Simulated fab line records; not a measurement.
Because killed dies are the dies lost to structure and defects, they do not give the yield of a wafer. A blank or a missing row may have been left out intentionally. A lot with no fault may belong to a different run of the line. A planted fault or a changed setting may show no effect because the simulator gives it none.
Chamber matching | flow sky130 | SKY_CONTACT_ETCH_17 on rie-diel-01: 4 sister chambers
The step etches SiO2 in C4F8/O2/Ar, stops on Si3N4, target depth 340 nm. 4 wafers are shown with their chamber, then 11 later ones without.

== EACH WAFER AND ITS CHAMBER ==
wafer  | chamber | oes-product-au (a.u.)
L088.6 | 2       | 0.884
L090.1 | 3       | 0.894
L090.3 | 1       | 0.897
L091.3 | 0       | 0.896

== WAFERS MISSING THEIR CHAMBER ==
wafer  | oes-product-au (a.u.)
L091.5 | 0.887
L091.6 | 0.887
L093.1 | 0.893
L093.2 | 0.895
L093.3 | 0.883
L095.1 | 0.892
L095.3 | 0.884
L095.6 | 0.884
L097.1 | 0.896
L097.2 | 0.892
L097.4 | 0.892

== THE CHAMBER EACH PASSED THROUGH ==
wafer  | from the rows above          | in truth
L091.5 | 2                            | 2
L091.6 | 2                            | 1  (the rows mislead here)
L093.1 | can't be placed: 3 or 0 or 1 | 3
L093.2 | can't be placed: 0 or 3 or 1 | 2
L093.3 | 2                            | 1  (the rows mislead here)
L095.1 | can't be placed: 3 or 0 or 1 | 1
L095.3 | 2                            | 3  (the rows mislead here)
L095.6 | 2                            | 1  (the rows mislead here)
L097.1 | can't be placed: 0 or 1 or 3 | 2
L097.2 | can't be placed: 3 or 0 or 1 | 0
L097.4 | can't be placed: 3 or 0 or 1 | 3
Placed correctly: 1 of 11. Can't be placed from these rows: 6 (the true chamber is among the candidates in 4). Number placed wrongly: 4.
How it was worked out, from the rows above alone: a wafer's distance from a chamber is the root of the sum, over the readings, of the square of ((its reading less the chamber's mean) divided by the reading's scatter). If the next closest chamber is less than 2 further off than the closest, the wafer can't be placed; otherwise it belongs to the closest. For every chamber, the mean is computed from those of its wafers that are shown. The scatter: root of mean squared gap, hidden wafer to nearest shown wafer, with one shown wafer a chamber.
